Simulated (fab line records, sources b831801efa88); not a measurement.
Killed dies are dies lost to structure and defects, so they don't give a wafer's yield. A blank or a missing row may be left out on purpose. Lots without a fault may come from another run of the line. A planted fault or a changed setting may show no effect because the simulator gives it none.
A struck lot beside a sound one | flow sky130 | 35 steps out of a route of 708
Sound: wafers L814.2, L814.5, L814.6. Struck: wafers L826.2, L826.4, L826.5. The cause comes at the end.
At each step with rows: each side's tool, then ch and its chambers, then its first start. Under that, the readings that differ: sound wafers | struck wafers | difference of the means | sigmas: that difference in standard deviations of wafers without a fault.
alike: readings whose means differ by less than 2 such deviations, and words and numbers that are the same on both sides. not compared: withheld readings, readings that some wafer has no value for, bounds like >300 that may hide the same value, and numbers for which the record gives no deviation and whose values overlap.
The two part at a step that has a row with sigmas, a row that says differs or no value, or rows on one side only. Numbers that don't overlap but have no deviation are shown without sigmas and don't part them. A reading that every wafer of one side lacks parts them only if that side has two wafers or more.

first, 10 steps without rows for these wafers: SKY_VIA1_SOFTBAKE_08 (time 90 s); SKY_VIA1_EXPOSE_09 (exposes mask VIM, target cd 150 nm); SKY_VIA1_PEB_10; SKY_VIA1_DEVELOP_11 (develop time 60 s); SKY_VIA1_ETCH_14 (etches BARC in N2/H2, stops on SiO2, time 45.9 s, target depth 60 nm); SKY_VIA1_ETCH_15 (etches SiO2 in C4F8/O2/Ar, stops on TiN, target depth 351 nm, time 54 s); SKY_VIA1_STRIP_16 (strips in O2/N2); SKY_VIA1_STRIP_17 (strips in post etch residue remover, time 1200 s); SKY_VIA1_CLEAN_18 (cleans in IPA, time 180 s); SKY_VIA1_CLEAN_19 (cleans in O3/DIW).
SKY_VIA1_SPUTTER_20: material TiN, target thk 20 nm, time 80 s.
  sound on pvd_sputter-02, day 34 11:26; struck on pvd_sputter-03, day 38 16:05
  alike: throttle_valve_pct
then, 23 steps without rows for these wafers: SKY_VIA1_CVD_21 (deposits W, target thk 270 nm, time 80.902 s); SKY_VIA1_CMP_24 (polishes, stops on SiO2, t overpolish 15 s, target thk 0 nm); SKY_METAL2_SPUTTER_00 (material Ti, target thk 15 nm, time 10 s); SKY_METAL2_SPUTTER_01 (material TiN, target thk 20 nm, time 16.7 s); SKY_METAL2_SPUTTER_02 (material AlCu, target thk 250 nm, time 13.3 s); SKY_METAL2_SPUTTER_03 (material Ti, target thk 5 nm, time 3.3 s); SKY_METAL2_SPUTTER_04 (material TiN, target thk 70 nm, time 58.3 s); SKY_METAL2_DEHYDRATE_07 (time 60 s); SKY_METAL2_HMDS_08 (prime time 60 s); SKY_METAL2_COAT_09 (resist thk 60 nm); SKY_METAL2_COAT_10 (resist thk 450 nm); SKY_METAL2_SOFTBAKE_11 (time 90 s); SKY_METAL2_EXPOSE_12 (exposes mask MM2, target cd 140 nm); SKY_METAL2_PEB_13; SKY_METAL2_DEVELOP_14 (develop time 60 s); SKY_METAL2_DESCUM_17 (chemistry O2, time 8 s); SKY_METAL2_ETCH_18 (etches BARC in N2/H2, stops on SiO2, time 45.9 s, target depth 60 nm); SKY_METAL2_METAL_ETCH_19 (etches the open film in Cl2/BCl3, stops on SiO2, target depth 360 nm, time 78 s); SKY_METAL2_STRIP_20 (strips in O2/N2); SKY_METAL2_STRIP_21 (strips in post etch residue remover, time 1200 s); SKY_METAL2_CLEAN_22 (cleans in IPA, time 180 s); SKY_METAL2_CLEAN_23 (cleans in O3/DIW); SKY_VIA2_HDPCVD_00 (deposits SiO2, target thk 1180 nm, time 196.7 s).
-- the record jumps here: 10 days lie between the struck wafers' starts before and after (it left off in module VIA2 and takes up again in module PAD_OPEN, whose first step shown is number 708 of the route) --
SKY_PAD_OPEN_PROBE_99:
  the record has rows for the struck wafers here (prober-01, day 49 02:46) and none for the sound ones

WHERE THEY PART
Only at SKY_PAD_OPEN_PROBE_99, within this record.

WHY: what the simulator had put in
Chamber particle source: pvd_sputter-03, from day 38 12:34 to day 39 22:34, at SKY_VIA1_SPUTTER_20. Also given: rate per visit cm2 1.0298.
